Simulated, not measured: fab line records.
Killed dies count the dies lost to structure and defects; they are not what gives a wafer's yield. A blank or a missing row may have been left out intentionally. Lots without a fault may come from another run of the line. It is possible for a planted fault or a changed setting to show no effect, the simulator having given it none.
fab line records -- flow sky130
record lots=7, wafers=21, last-day=46
route steps=708 shown FIELD_ISO@30 NWELL@32 DNWELL@35 PAD_OPEN@708
lots untouched by any fault: they come from a run of this same line in which no faults occurred
start-h: hours from the record's first day to the start of the lot's first wafer shown -- wait-h: how many hours have passed since the lot's step before this one -- " unchanged from the row above -- L1.1+2: one row covering several wafers at once -- - no value, or no start was given -- * or withheld: withheld -- < > ~ a bound
route shown NAME@n: NAME is a module with steps in the file, n the number in the route of the first one -- usual: mean/standard deviation of fault-free wafers -- same: alike in all rows -- chamber/n: place in a boat -- sites: per-site readings -- _std_site: standard deviation across them -- _edge_site: the outer-site mean with the inner-site mean subtracted -- radius-mm: how far each site lies from the wafer's centre -- mask NAME#n: copy n -- behind: the most recent tool/chamber to have shaped the wafer -- hold: why the lot was held/for how many hours/how that ended -- device: transistor that didn't switch, given as n, p or np -- end of line: the route-end tests of the same wafers -- step lacking rows: just its recipe -- killed: at the first sort, the dies lost to defects and structure; wafer yield is something else -- map: dies across one wafer; x = killed, . = not, _ = none there
set.NAME: the run value of the setting; set.NAME@STEP: its run value at that earlier step -- model.NAME: the simulator's own value behind a step, which no gauge read
a table for each step, a row for each wafer; lots at some steps of the route
services: when a tool's chamber went out of use (start-h, in hours from the record's first day, below 0 if earlier), for how many hours, and the reason
## steps
# step SKY_FIELD_ISO_WET_ETCH_29
# recipe chemistry=H3PO4, target-depth-nm=160, target=Si3N4, temp-c=160, time-s=1825
# step SKY_FIELD_ISO_WET_ETCH_30
# recipe chemistry=dHF, target-depth-nm=25, target=SiO2, dilution=10:1, temp-c=25, time-s=50
# step SKY_NWELL_CLEAN_00
# recipe chemistry=SC1/SC2, mix=1:4:20, temp-c=70, time-s=150, dry=n2-spin
# step SKY_NWELL_OXIDATION_01
# recipe temp-c=900, ambient=O2, stabilise-s=600, purge-s=300, target-thk-a=100, ox-time-s=1418
# step SKY_NWELL_THK_MEAS_02
# recipe reads=SiO2_of_NWELL_OXIDATION_01
# usual NWELL_OXIDATION_THK=10.03/0.19
lot.wafer,tool,chamber,start-h,wait-h,NWELL_OXIDATION_THK[nm]
L712.4,film-metro-01,-,35.86,0.0,10.00
L712.5,film-metro-01,-,35.86,0.0,10.10
L712.6,film-metro-01,-,35.86,0.0,10.06
L714.1,film-metro-04,-,44.88,0.0,10.05
L714.4,film-metro-04,-,44.88,0.0,10.06
L714.5,film-metro-04,-,44.88,0.0,10.12
L716.1,film-metro-03,-,58.19,0.0,10.03
L716.2,film-metro-03,-,58.19,0.0,10.41
L716.4,film-metro-03,-,58.19,0.0,10.05
L718.1,film-metro-04,-,66.03,0.0,10.29
L718.2,film-metro-04,-,66.03,0.0,10.44
L718.6,film-metro-04,-,66.03,0.0,10.51
L720.1,film-metro-03,-,88.29,0.0,9.97
L720.5,film-metro-03,-,88.29,0.0,9.96
L720.6,film-metro-03,-,88.29,0.0,9.80
L721.3,film-metro-04,-,88.31,0.0,9.90
L721.4,film-metro-04,-,88.31,0.0,9.95
L721.6,film-metro-04,-,88.31,0.0,9.91
L722.1,film-metro-04,-,90.31,0.0,10.05
L722.4,film-metro-04,-,90.31,0.0,10.08
L722.6,film-metro-04,-,90.31,0.0,10.07
# step SKY_DNWELL_DEHYDRATE_00
# recipe temp-c=200, time-s=60
# step SKY_DNWELL_HMDS_01
# recipe prime-time-s=60, prime-temp-c=120
# step SKY_DNWELL_COAT_02
# recipe spin-rpm=2000, resist-thk-nm=3000
# step SKY_DNWELL_SOFTBAKE_03
# recipe temp-c=110, time-s=withheld
# step SKY_DNWELL_EXPOSE_04
# recipe mask-id=DNM, na=0.57, target-cd-nm=3000, dose-mj=222
# step SKY_DNWELL_PEB_05
# recipe temp-c=115, time-s=withheld
# step SKY_DNWELL_DEVELOP_06
# recipe wall-angle-deg=90, developer=TMAH, develop-time-s=60, dev-temp-c=23
# step SKY_DNWELL_IMPLANT_07
# recipe species=P, energy-kev=withheld, dose-cm2=withheld, tilt-deg=withheld
# usual implant-ion-amu=*
lot.wafer,tool,chamber,start-h,wait-h,implant-ion-amu
L712.4,implanter-01,0,52.06,-,*
L712.5,implanter-01,0,52.06,-,*
L712.6,implanter-01,0,52.06,-,*
L714.1,implanter-04,0,60.65,-,*
L714.4,implanter-04,0,60.65,-,*
L714.5,implanter-04,0,60.65,-,*
L716.1,implanter-04,0,76.10,-,*
L716.2,implanter-04,0,76.10,-,*
L716.4,implanter-04,0,76.10,-,*
L718.1,implanter-04,0,82.30,-,*
L718.2,implanter-04,0,82.30,-,*
L718.6,implanter-04,0,82.30,-,*
L721.3,implanter-01,0,105.70,-,*
L721.4,implanter-01,0,105.70,-,*
L721.6,implanter-01,0,105.70,-,*
L720.1,implanter-04,0,105.94,-,*
L720.5,implanter-04,0,105.94,-,*
L720.6,implanter-04,0,105.94,-,*
L722.1,implanter-04,0,107.74,-,*
L722.4,implanter-04,0,107.74,-,*
L722.6,implanter-04,0,107.74,-,*
# step SKY_DNWELL_STRIP_08
# recipe chemistry=O2/N2, power-w=1400, pressure-mtorr=1500, platen-temp-c=withheld, o2-flow-sccm=3000, n2-flow-sccm=300, overash-fraction=0.5
# usual drypump-motor-current-A=5.8/0.4, oes-product-au=0.722/0.0039, strip-time-to-endpoint-s=36.96/0.088
lot.wafer,tool,chamber,start-h,wait-h,drypump-motor-current-A,oes-product-au,rf-hours-counter-h,strip-time-to-endpoint-s
L712.4,plasma-asher-03,0,52.17,0.1,6.0,0.725,-,37.08
L712.5,plasma-asher-03,1,52.17,0.1,5.0,0.723,-,37.16
L712.6,plasma-asher-03,0,52.17,0.1,6.0,0.724,-,37.07
L714.1,plasma-asher-02,1,60.80,0.1,6.2,0.722,36,37.12
L714.4,plasma-asher-02,1,60.80,0.1,6.2,0.718,-,37.01
L714.5,plasma-asher-02,0,60.80,0.1,5.8,0.717,-,37.03
L716.1,plasma-asher-02,1,76.25,0.1,6.2,0.722,37,36.95
L716.2,plasma-asher-02,0,76.25,0.1,5.8,0.720,37,36.98
L716.4,plasma-asher-02,1,76.25,0.1,6.2,0.727,-,36.98
L718.1,plasma-asher-03,0,82.45,0.1,6.0,0.719,41,37.04
L718.2,plasma-asher-03,1,82.45,0.1,5.1,0.723,41,37.06
L718.6,plasma-asher-03,1,82.45,0.1,5.1,0.725,-,37.05
L721.3,plasma-asher-01,1,105.83,0.1,6.0,0.719,-,36.90
L721.4,plasma-asher-01,0,105.83,0.1,5.3,0.723,-,36.79
L721.6,plasma-asher-01,1,105.83,0.1,6.0,0.719,-,36.89
L720.1,plasma-asher-02,0,106.09,0.1,5.8,0.729,41,37.02
L720.5,plasma-asher-02,1,106.09,0.1,6.2,0.724,-,36.92
L720.6,plasma-asher-02,0,106.09,0.1,5.8,0.720,-,36.98
L722.1,plasma-asher-02,1,107.89,0.1,6.2,0.721,41,36.89
L722.4,plasma-asher-02,0,107.89,0.1,5.8,0.721,-,36.95
L722.6,plasma-asher-02,1,107.89,0.1,6.2,0.724,-,36.95
# step SKY_DNWELL_TW_MEAS_09
# usual DNWELL_TW=1115/12
lot.wafer,tool,chamber,start-h,wait-h,hold,DNWELL_TW
L712.4,film-metro-04,-,52.27,0.1,-,1115
L712.5,film-metro-04,-,52.27,0.1,-,1117
L712.6,film-metro-04,-,52.27,0.1,-,1120
L714.1,film-metro-04,-,60.90,0.1,-,1121
L714.4,film-metro-04,-,60.90,0.1,-,1122
L714.5,film-metro-04,-,60.90,0.1,-,1118
L716.1,film-metro-03,-,76.35,0.1,-,1111
L716.2,film-metro-03,-,76.35,0.1,-,1099
L716.4,film-metro-03,-,76.35,0.1,-,1115
L718.1,film-metro-01,-,82.55,0.1,-,1118
L718.2,film-metro-01,-,82.55,0.1,-,1120
L718.6,film-metro-01,-,82.55,0.1,-,1120
L721.3,film-metro-03,-,105.92,0.1,await-dispo/0.2h/release,1979
L721.4,film-metro-03,-,105.92,0.1,await-dispo/0.2h/release,1993
L721.6,film-metro-03,-,105.92,0.1,await-dispo/0.2h/release,1999
L721.3,film-metro-03,-,106.14,0.2,-,1989
L721.4,film-metro-03,-,106.14,0.2,-,1985
L721.6,film-metro-03,-,106.14,0.2,-,1993
L720.1,film-metro-01,-,106.19,0.1,await-dispo/0.2h/release,2038
L720.5,film-metro-01,-,106.19,0.1,await-dispo/0.2h/release,2037
L720.6,film-metro-01,-,106.19,0.1,await-dispo/0.2h/release,2021
L720.1,film-metro-01,-,106.42,0.2,-,2044
L720.5,film-metro-01,-,106.42,0.2,-,2029
L720.6,film-metro-01,-,106.42,0.2,-,2028
L722.1,film-metro-01,-,107.99,0.1,await-dispo/0.2h/release,2020
L722.4,film-metro-01,-,107.99,0.1,await-dispo/0.2h/release,2033
L722.6,film-metro-01,-,107.99,0.1,await-dispo/0.2h/release,2034
L722.1,film-metro-01,-,108.22,0.2,-,2024
L722.4,film-metro-01,-,108.22,0.2,-,2023
L722.6,film-metro-01,-,108.22,0.2,-,2034
# step SKY_PAD_OPEN_PROBE_99
# usual defect-limited-yield=82.3/1.9, killed_at_M0_to_M3=44/7, killed_at_M4_up=3.0/2, killed-at-contacts=24/5.3, killed-at-front-end=15/4, killed-at-other=0.2/0.41, killed-dies=87/9.1, killed-open=49/7.3, killed-short=38/5.9, sort_bin_3_pad_short=0.9/0.42, sort_bin_5_function=10.4/1.5, sort_bin_6_memory=6.5/1.2, sort-n-pass=405/9.1, sort-yield-pct=82.3/1.9
# same gross-dies=492, killed-at-back-side=0, sort_bin_4_leakage[%]=0, sort_bin_8_speed[%]=0
lot.wafer,tool,chamber,start-h,wait-h,defect-limited-yield[%],killed_at_M0_to_M3,killed_at_M4_up,killed-at-contacts,killed-at-front-end,killed-at-other,killed-dies,killed-open,killed-short,sort_bin_3_pad_short[%],sort_bin_5_function[%],sort_bin_6_memory[%],sort-n-pass,sort-yield-pct[%]
L712.4,prober-01,-,1069.10,0.2,79.9,47,0,30,22,0,99,53,46,1.0,13.2,5.9,393,79.9
L712.5,prober-01,-,1069.15,0.2,83.1,47,3,18,15,0,83,45,38,0.2,10.4,6.3,409,83.1
L712.6,prober-01,-,1069.20,0.2,80.9,39,0,35,20,0,94,62,32,0.6,10.2,8.3,398,80.9
L714.1,prober-01,-,1084.22,0.1,80.9,44,4,32,14,0,94,62,32,1.2,11.8,6.1,398,80.9
L714.4,prober-01,-,1084.37,0.2,80.1,45,3,36,14,0,98,58,40,0.8,11.2,7.9,394,80.1
L714.5,prober-01,-,1084.42,0.2,80.7,48,4,19,24,0,95,53,42,1.4,10.6,7.3,397,80.7
L716.1,prober-01,-,1098.79,0.1,81.9,43,4,23,19,0,89,50,39,1.2,8.7,8.1,403,81.9
L716.2,prober-01,-,1098.84,0.1,82.7,40,4,22,17,2,85,47,38,0.6,10.4,6.3,407,82.7
L716.4,prober-01,-,1098.94,0.2,81.7,52,7,17,14,0,90,49,41,1.2,9.8,7.3,402,81.7
L718.1,prober-01,-,1109.29,0.1,81.5,53,6,22,10,0,91,48,43,0.4,10.8,7.3,401,81.5
L718.2,prober-01,-,1109.34,0.1,82.3,39,1,32,15,0,87,49,37,1.0,10.0,6.7,405,82.3
L718.6,prober-01,-,1109.54,0.2,80.9,46,6,29,13,0,94,53,41,0.8,11.4,6.9,398,80.9
# killed by level:class
L712.4 CONTACT:geometric-particle:short=10 VIA1:geometric-particle:open=9 LI_CONTACT:geometric-particle:open=9 VIA3:geometric-particle:open=9 LOCAL_INTERCONNECT:geometric-particle:short=6 METAL1:geometric-particle:short=6 POLY_GATE:geometric-particle:short=5 POLY_GATE:geometric-particle:open=5
L712.5 VIA1:geometric-particle:open=12 METAL1:geometric-particle:short=8 VIA2:geometric-particle:open=6 CONTACT:geometric-particle:open=5 POLY_GATE:geometric-particle:open=4 POLY_GATE:geometric-particle:short=4 LI_CONTACT:geometric-particle:open=4 CONTACT:geometric-particle:short=4
L712.6 VIA1:geometric-particle:open=16 CONTACT:geometric-particle:open=12 LI_CONTACT:geometric-particle:open=9 POLY_GATE:geometric-particle:open=7 CONTACT:geometric-particle:short=6 FIELD_ISO:geometric-particle:short=5 LOCAL_INTERCONNECT:geometric-particle:short=5 VIA2:geometric-particle:open=5
L714.1 CONTACT:geometric-particle:open=17 VIA1:geometric-particle:open=10 VIA3:geometric-particle:open=10 VIA2:geometric-particle:open=8 LI_CONTACT:geometric-particle:open=7 METAL2:geometric-particle:short=6 LOCAL_INTERCONNECT:geometric-particle:short=4 POLY_GATE:geometric-particle:short=3
L714.4 CONTACT:geometric-particle:open=15 LI_CONTACT:geometric-particle:open=11 VIA1:geometric-particle:open=10 FIELD_ISO:geometric-particle:short=7 CONTACT:geometric-particle:short=7 VIA3:geometric-particle:open=6 VIA1:geometric-particle:short=5 METAL1:geometric-particle:short=4
L714.5 CONTACT:geometric-particle:open=9 METAL2:geometric-particle:short=8 POLY_GATE:geometric-particle:open=7 LI_CONTACT:geometric-particle:open=7 VIA3:geometric-particle:open=6 VIA1:geometric-particle:open=6 FIELD_ISO:geometric-particle:short=5 POLY_GATE:geometric-particle:short=5
L716.1 VIA1:geometric-particle:open=9 VIA3:geometric-particle:open=9 CONTACT:geometric-particle:open=8 POLY_GATE:geometric-particle:open=6 LI_CONTACT:geometric-particle:open=5 CONTACT:geometric-particle:short=5 VIA1:geometric-particle:short=5 METAL2:geometric-particle:short=5
L716.2 LI_CONTACT:geometric-particle:open=10 VIA1:geometric-particle:open=8 METAL2:geometric-particle:short=7 POLY_GATE:geometric-particle:open=5 VIA2:geometric-particle:short=5 SPACER:geometric-particle:open=5 METAL1:geometric-particle:short=5 CONTACT:geometric-particle:open=4
L716.4 VIA1:geometric-particle:open=13 VIA1:geometric-particle:short=8 VIA2:geometric-particle:open=8 VIA3:geometric-particle:open=7 POLY_GATE:geometric-particle:open=6 METAL4:geometric-particle:short=6 LI_CONTACT:geometric-particle:open=5 METAL2:geometric-particle:short=4
L718.1 CONTACT:geometric-particle:open=12 METAL1:geometric-particle:short=10 VIA1:geometric-particle:open=10 VIA3:geometric-particle:open=9 METAL3:geometric-particle:short=7 METAL4:geometric-particle:short=5 LI_CONTACT:geometric-particle:open=4 METAL2:geometric-particle:short=4
L718.2 LI_CONTACT:geometric-particle:open=10 VIA3:geometric-particle:open=8 CONTACT:geometric-particle:open=8 VIA1:geometric-particle:open=8 CONTACT:geometric-particle:short=7 METAL1:geometric-particle:short=6 FIELD_ISO:geometric-particle:short=4 FIELD_ISO:geometric-particle:open=4
L718.6 CONTACT:geometric-particle:open=11 VIA1:geometric-particle:open=10 METAL1:geometric-particle:short=8 LI_CONTACT:geometric-particle:open=7 METAL2:geometric-particle:short=6 VIA2:geometric-particle:open=6 FIELD_ISO:geometric-particle:open=5 VIA3:geometric-particle:open=5
## services
tool,chamber,start-h,hours,kind
plasma-asher-02,-,68.04,2.4,repair
## key
first-sign step=SKY_DNWELL_IMPLANT_07, reading=implant-ion-amu, direction=up, sigmas=99+, usual=*, struck=*
effect step=SKY_DNWELL_TW_MEAS_09, reading=visit, direction=added
effect step=SKY_DNWELL_TW_MEAS_09, reading=DNWELL_TW, direction=up, sigmas=75, usual=1115, struck=2017
met-at SKY_DNWELL_IMPLANT_07
struck-wafers L720.1,L720.5,L720.6,L721.3,L721.4,L721.6,L722.1,L722.4,L722.6
scrapped-behind SKY_DNWELL_TW_MEAS_09 L720.1,L720.5,L720.6,L721.3,L721.4,L721.6,L722.1,L722.4,L722.6
onset-between 82.30 105.70
fault kind=wrong-recipe-download, tool=implanter-01,implanter-03,implanter-04, chamber=-, onset-h=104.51, steps=SKY_DNWELL_IMPLANT_07, wrong-recipe.not-listed=1
